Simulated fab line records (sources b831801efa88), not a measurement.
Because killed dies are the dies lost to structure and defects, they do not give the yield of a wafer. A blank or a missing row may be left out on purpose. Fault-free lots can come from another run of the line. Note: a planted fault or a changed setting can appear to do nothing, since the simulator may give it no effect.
The tool behind it: which one? / flow sky130 / 13 lots with 39 wafers sampled at 4 steps, on a route of 708 steps

== WHAT THE GAUGES READ, wafer by wafer ==
SKY_GATE_OXIDE_THK_MEAS_02. Usual: for GATE_OXIDE_OXIDATION_00_THK the level is 10.25 nm and the standard deviation is 0.16.
lot=L734; measured=day 12 11:32; on=film metro-03; GATE_OXIDE_OXIDATION_00_THK (nm)=10.49 10.31 10.34; flag=
lot=L735; measured=day 13 01:47; on=film metro-04; GATE_OXIDE_OXIDATION_00_THK (nm)=10.27 10.10 9.96; flag=
lot=L736; measured=day 13 07:46; on=film metro-04; GATE_OXIDE_OXIDATION_00_THK (nm)=10.28 10.25 10.23; flag=
lot=L740; measured=day 15 01:12; on=film metro-04; GATE_OXIDE_OXIDATION_00_THK (nm)=10.38 10.56 10.47; flag=
lot=L741; measured=day 15 02:04; on=film metro-01; GATE_OXIDE_OXIDATION_00_THK (nm)=10.25 10.35 10.25; flag=
lot=L742; measured=day 15 10:44; on=film metro-04; GATE_OXIDE_OXIDATION_00_THK (nm)=10.09 10.07 10.06; flag=
lot=L744; measured=day 16 06:16; on=film metro-01; GATE_OXIDE_OXIDATION_00_THK (nm)=10.26 10.18 10.22; flag=
lot=L748; measured=day 17 06:34; on=film metro-04; GATE_OXIDE_OXIDATION_00_THK (nm)=10.20 10.30 10.23; flag=
lot=L749; measured=day 18 06:05; on=film metro-03; GATE_OXIDE_OXIDATION_00_THK (nm)=10.20 10.04 10.11; flag=
lot=L752; measured=day 19 05:36; on=film metro-01; GATE_OXIDE_OXIDATION_00_THK (nm)=10.20 10.31 10.29; flag=
lot=L753; measured=day 19 06:35; on=film metro-04; GATE_OXIDE_OXIDATION_00_THK (nm)=10.56 10.61 10.53; flag=
lot=L755; measured=day 20 00:49; on=film metro-04; GATE_OXIDE_OXIDATION_00_THK (nm)=10.16 10.41 10.38; flag=
lot=L757; measured=day 21 08:56; on=film metro-01; GATE_OXIDE_OXIDATION_00_THK (nm)=10.26 10.15 10.22; flag=

SKY_LDD_P_TW_MEAS_11. Usual: for LDD_P_TW the level is 643 and the standard deviation is 7.
lot=L734; measured=day 18 13:26; on=film metro-03; LDD_P_TW=649 647 644; flag=
lot=L735; measured=day 19 10:10; on=film metro-04; LDD_P_TW=637 636 638; flag=
lot=L736; measured=day 19 13:32; on=film metro-01; LDD_P_TW=637 641 641; flag=
lot=L740; measured=day 21 16:13; on=film metro-04; LDD_P_TW=635 634 632; flag=
lot=L741; measured=day 21 16:32; on=film metro-01; LDD_P_TW=639 640 644; flag=
lot=L742; measured=day 22 01:42; on=film metro-01; LDD_P_TW=639 637 639; flag=
lot=L744; measured=day 23 00:13; on=film metro-03; LDD_P_TW=648 647 648; flag=
lot=L748; measured=day 24 01:45; on=film metro-04; LDD_P_TW=639 636 634; flag=
lot=L749; measured=day 25 00:56; on=film metro-01; LDD_P_TW=638 633 636; flag=
lot=L752; measured=day 25 21:56; on=film metro-03; LDD_P_TW=648 651 651; flag=
lot=L753; measured=day 25 23:03; on=film metro-03; LDD_P_TW=647 649 645; flag=
lot=L755; measured=day 26 15:23; on=film metro-04; LDD_P_TW=639 637 637; flag=
lot=L757; measured=day 27 22:19; on=film metro-03; LDD_P_TW=659 656 654; flag=

== WHICH TOOL RAN EACH LOT (tool, then ch and the chambers of the sampled wafers, then the start) ==
lot=L734; SKY_VT_ADJUST_PCH_STRIP_09=plasma asher-01 ch 1, day 10 04:34; SKY_RES_PROTECT_DEHYDRATE_00=litho track-03 ch 0, day 14 03:34
lot=L735; SKY_VT_ADJUST_PCH_STRIP_09=plasma asher-01 ch 0,1, day 10 19:09; SKY_RES_PROTECT_DEHYDRATE_00=litho track-03 ch 0, day 14 19:28
lot=L736; SKY_VT_ADJUST_PCH_STRIP_09=plasma asher-01 ch 0,1, day 10 23:25; SKY_RES_PROTECT_DEHYDRATE_00=litho track-03 ch 0, day 15 02:02
lot=L740; SKY_VT_ADJUST_PCH_STRIP_09=plasma asher-04 ch 0,1, day 12 06:46; SKY_RES_PROTECT_DEHYDRATE_00=litho track-04 ch 0, day 16 23:22
lot=L741; SKY_VT_ADJUST_PCH_STRIP_09=plasma asher-02 ch 0,1, day 12 11:00; SKY_RES_PROTECT_DEHYDRATE_00=litho track-01 ch 0, day 16 23:32
lot=L742; SKY_VT_ADJUST_PCH_STRIP_09=plasma asher-02 ch 0,1, day 12 19:36; SKY_RES_PROTECT_DEHYDRATE_00=litho track-01 ch 0, day 17 08:20
lot=L744; SKY_VT_ADJUST_PCH_STRIP_09=plasma asher-04 ch 0,1, day 13 15:07; SKY_RES_PROTECT_DEHYDRATE_00=litho track-03 ch 0, day 18 05:53
lot=L748; SKY_VT_ADJUST_PCH_STRIP_09=plasma asher-01 ch 0,1, day 14 15:28; SKY_RES_PROTECT_DEHYDRATE_00=litho track-01 ch 0, day 19 07:03
lot=L749; SKY_VT_ADJUST_PCH_STRIP_09=plasma asher-02 ch 0,1, day 15 10:54; SKY_RES_PROTECT_DEHYDRATE_00=litho track-04 ch 0, day 20 07:02
lot=L752; SKY_VT_ADJUST_PCH_STRIP_09=plasma asher-01 ch 0,1, day 16 06:43; SKY_RES_PROTECT_DEHYDRATE_00=litho track-03 ch 0, day 21 06:46
lot=L753; SKY_VT_ADJUST_PCH_STRIP_09=plasma asher-04 ch 0,1, day 16 10:19; SKY_RES_PROTECT_DEHYDRATE_00=litho track-03 ch 0, day 21 08:37
lot=L755; SKY_VT_ADJUST_PCH_STRIP_09=plasma asher-04 ch 0,1, day 17 03:52; SKY_RES_PROTECT_DEHYDRATE_00=litho track-04 ch 0, day 22 00:10
lot=L757; SKY_VT_ADJUST_PCH_STRIP_09=plasma asher-01 ch 0,1, day 18 12:55; SKY_RES_PROTECT_DEHYDRATE_00=litho track-01 ch 0, day 23 10:26
- SKY_VT_ADJUST_PCH_STRIP_09: strips in O2/N2.
- SKY_RES_PROTECT_DEHYDRATE_00: time 60 s.

== AS READ BY THE TOOLS THEMSELVES (means over the sampled wafers that have a number; for cases with no such wafer, the mark the record gives instead) ==
SKY_VT_ADJUST_PCH_STRIP_09. Usual: drypump motor current A 6.0 A, standard deviation 0.38; oes product au 0.722 a.u., standard deviation 0.0043; strip time to endpoint s 36.91 s, standard deviation 0.12.
lot=L734; tool=plasma asher-01; drypump motor current A (A)=5.6; oes product au (a.u.)=0.718; strip time to endpoint s (s)=36.88; flag=
lot=L735; tool=plasma asher-01; drypump motor current A (A)=5.8; oes product au (a.u.)=0.723; strip time to endpoint s (s)=36.94; flag=
lot=L736; tool=plasma asher-01; drypump motor current A (A)=6.1; oes product au (a.u.)=0.723; strip time to endpoint s (s)=36.86; flag=
lot=L740; tool=plasma asher-04; drypump motor current A (A)=5.4; oes product au (a.u.)=0.724; strip time to endpoint s (s)=36.87; flag=
lot=L741; tool=plasma asher-02; drypump motor current A (A)=6.2; oes product au (a.u.)=0.721; strip time to endpoint s (s)=36.89; flag=
lot=L742; tool=plasma asher-02; drypump motor current A (A)=6.1; oes product au (a.u.)=0.723; strip time to endpoint s (s)=36.85; flag=
lot=L744; tool=plasma asher-04; drypump motor current A (A)=5.4; oes product au (a.u.)=0.720; strip time to endpoint s (s)=36.96; flag=
lot=L748; tool=plasma asher-01; drypump motor current A (A)=5.8; oes product au (a.u.)=0.720; strip time to endpoint s (s)=37.04; flag=
lot=L749; tool=plasma asher-02; drypump motor current A (A)=6.1; oes product au (a.u.)=0.725; strip time to endpoint s (s)=36.76; flag=
lot=L752; tool=plasma asher-01; drypump motor current A (A)=5.8; oes product au (a.u.)=0.724; strip time to endpoint s (s)=36.92; flag=
lot=L753; tool=plasma asher-04; drypump motor current A (A)=5.4; oes product au (a.u.)=0.723; strip time to endpoint s (s)=36.92; flag=
lot=L755; tool=plasma asher-04; drypump motor current A (A)=5.2; oes product au (a.u.)=0.722; strip time to endpoint s (s)=36.80; flag=
lot=L757; tool=plasma asher-01; drypump motor current A (A)=6.0; oes product au (a.u.)=0.723; strip time to endpoint s (s)=37.10; flag=

SKY_RES_PROTECT_DEHYDRATE_00. Usual: exhaust pa 44.8 Pa, standard deviation 0.81; heater power total W 160.38 W, standard deviation 0.13; plate temp C 199.97 C, standard deviation 0.16.
lot=L734; tool=litho track-03; exhaust pa (Pa)=44.6; heater power total W (W)=160.40; plate temp C (C)=199.94; flag=
lot=L735; tool=litho track-03; exhaust pa (Pa)=44.9; heater power total W (W)=160.31; plate temp C (C)=199.82; flag=
lot=L736; tool=litho track-03; exhaust pa (Pa)=44.4; heater power total W (W)=160.37; plate temp C (C)=199.89; flag=
lot=L740; tool=litho track-04; exhaust pa (Pa)=44.7; heater power total W (W)=160.29; plate temp C (C)=199.92; flag=
lot=L741; tool=litho track-01; exhaust pa (Pa)=44.7; heater power total W (W)=160.41; plate temp C (C)=200.06; flag=
lot=L742; tool=litho track-01; exhaust pa (Pa)=45.5; heater power total W (W)=160.40; plate temp C (C)=200.15; flag=
lot=L744; tool=litho track-03; exhaust pa (Pa)=44.6; heater power total W (W)=160.49; plate temp C (C)=199.97; flag=
lot=L748; tool=litho track-01; exhaust pa (Pa)=46.3; heater power total W (W)=160.32; plate temp C (C)=199.91; flag=
lot=L749; tool=litho track-04; exhaust pa (Pa)=44.1; heater power total W (W)=160.43; plate temp C (C)=200.09; flag=
lot=L752; tool=litho track-03; exhaust pa (Pa)=45.1; heater power total W (W)=167.55; plate temp C (C)=207.26; flag=OFF
lot=L753; tool=litho track-03; exhaust pa (Pa)=45.2; heater power total W (W)=167.71; plate temp C (C)=207.30; flag=OFF
lot=L755; tool=litho track-04; exhaust pa (Pa)=44.9; heater power total W (W)=160.47; plate temp C (C)=199.60; flag=
lot=L757; tool=litho track-01; exhaust pa (Pa)=44.2; heater power total W (W)=160.46; plate temp C (C)=199.82; flag=

== THE ANSWER, worked out from the rows above alone ==
Rule: take the mean of a lot's wafers that have a number; if it is more than 3 standard deviations from the usual mean, the lot is off. Also off: a lot with no number at a reading for which 4 or more lots have one. Any other lot the step has rows for is counted as sound. Order of review: gauges by route order, followed by the tools' own readings, for which a lot's mean as printed above is used. At the first step where some lot is off, the reading lying furthest off is the one used; lots without a number count as furthest.
Off: L752, L753 (SKY_RES_PROTECT_DEHYDRATE_00, heater power total W).
If a tool, at that step or one of the process steps before it, ran each lot that is off and ran no sound lot following the first of them, it fits. One fits: litho track-03 at SKY_RES_PROTECT_DEHYDRATE_00. A fault onset in the window from L744 (day 18 05:53, its last sound lot) to L752 (day 21 06:46, its first lot off) fits.
The tool's own readings at SKY_RES_PROTECT_DEHYDRATE_00 bear it out: on the lots that are off they differ by more than 5 times the standard deviation of the sound lots' means. heater power total W reads 167.63 W there against 160.40 W on the sound lots; plate temp C reads 207.28 C there against 199.92 C on the sound lots.

== WHAT HAD BEEN PUT IN BY THE SIMULATOR ==
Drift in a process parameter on litho track-03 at SKY_RES_PROTECT_DEHYDRATE_00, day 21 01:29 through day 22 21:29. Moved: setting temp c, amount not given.
Shown lots that were struck: L752, L753. The same result came from the rule above.
